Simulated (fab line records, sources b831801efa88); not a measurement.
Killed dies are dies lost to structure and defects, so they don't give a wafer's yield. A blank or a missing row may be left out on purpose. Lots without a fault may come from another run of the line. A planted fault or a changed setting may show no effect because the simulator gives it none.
A struck lot beside a sound one | flow sky130 | 14 steps out of a route of 708
Sound: wafers L299.2, L299.4, L299.6. Struck: wafers L310.1, L310.4, L310.6. The cause comes at the end.
At each step with rows: each side's tool, then ch and its chambers, then its first start. Under that, the readings that differ: sound wafers | struck wafers | difference of the means | sigmas: that difference in standard deviations of wafers without a fault.
alike: readings whose means differ by less than 2 such deviations, and words and numbers that are the same on both sides. not compared: withheld readings, readings that some wafer has no value for, bounds like >300 that may hide the same value, and numbers for which the record gives no deviation and whose values overlap.
The two part at a step that has a row with sigmas, a row that says differs or no value, or rows on one side only. Numbers that don't overlap but have no deviation are shown without sigmas and don't part them. A reading that every wafer of one side lacks parts them only if that side has two wafers or more.

first, 3 steps without rows for these wafers: SKY_FIELD_ISO_CLEAN_20 (cleans in dHF, time 20 s); SKY_FIELD_ISO_WET_ETCH_21 (etches SiO2 in dHF, target depth 20 nm, time 400 s); SKY_FIELD_ISO_OXIDATION_22 (stabilise 600 s, purge 300 s, target thk 10 nm).
SKY_FIELD_ISO_THK_MEAS_23:
  sound on film_metro-03, day 3 00:31; struck on film_metro-04, day 5 11:38
  alike: FIELD_ISO_OXIDATION_01_THK
then, 1 step without rows for these wafers: SKY_FIELD_ISO_CVD_24 (deposits SiO2, target thk 595 nm, time 99.2 s).
SKY_FIELD_ISO_THK_MEAS_25:
  sound on film_metro-04, day 3 00:42; struck on film_metro-01, day 5 11:46
  alike: FIELD_ISO_CVD_24_THK
then, 1 step without rows for these wafers: SKY_FIELD_ISO_ANNEAL_26 (time 1800 s).
SKY_FIELD_ISO_CMP_27: polishes, stops on Si3N4, t overpolish 16 s, target thk 457.8 nm.
  sound on cmp-02 ch 1,2,3, day 3 07:52; struck on cmp-02 ch 0,2, day 5 14:35
  alike: motor_current_A, overpolish_run_s, platen_rpm, retaining_ring_pressure_frac, time_to_endpoint_s
then, 4 steps without rows for these wafers: SKY_FIELD_ISO_WET_ETCH_28 (etches SiO2 in dHF, target depth 23.7 nm, time 47 s); SKY_FIELD_ISO_WET_ETCH_29 (etches Si3N4 in H3PO4, target depth 160 nm, time 1825 s); SKY_FIELD_ISO_WET_ETCH_30 (etches SiO2 in dHF, target depth 25 nm, time 50 s); SKY_NWELL_CLEAN_00 (cleans in SC1/SC2, time 150 s).
SKY_NWELL_OXIDATION_01: stabilise 600 s, purge 300 s, target thk 10 nm.
  sound on furnace-01 ch 0, day 3 15:59; struck on furnace-01, day 5 15:56
  no value came back on the struck wafers for ox_temp_c (C), ox_temp_c_max; on the sound wafers ox_temp_c (C) reads 900.5 900.0 900.3
then, 1 step without rows for these wafers: SKY_DNWELL_DEHYDRATE_00 (time 60 s).

WHERE THEY PART
Only at SKY_NWELL_OXIDATION_01, within this record.

WHY: what the simulator had put in
Skipped step whole: furnace-01, from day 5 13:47 on, at SKY_NWELL_OXIDATION_01. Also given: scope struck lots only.
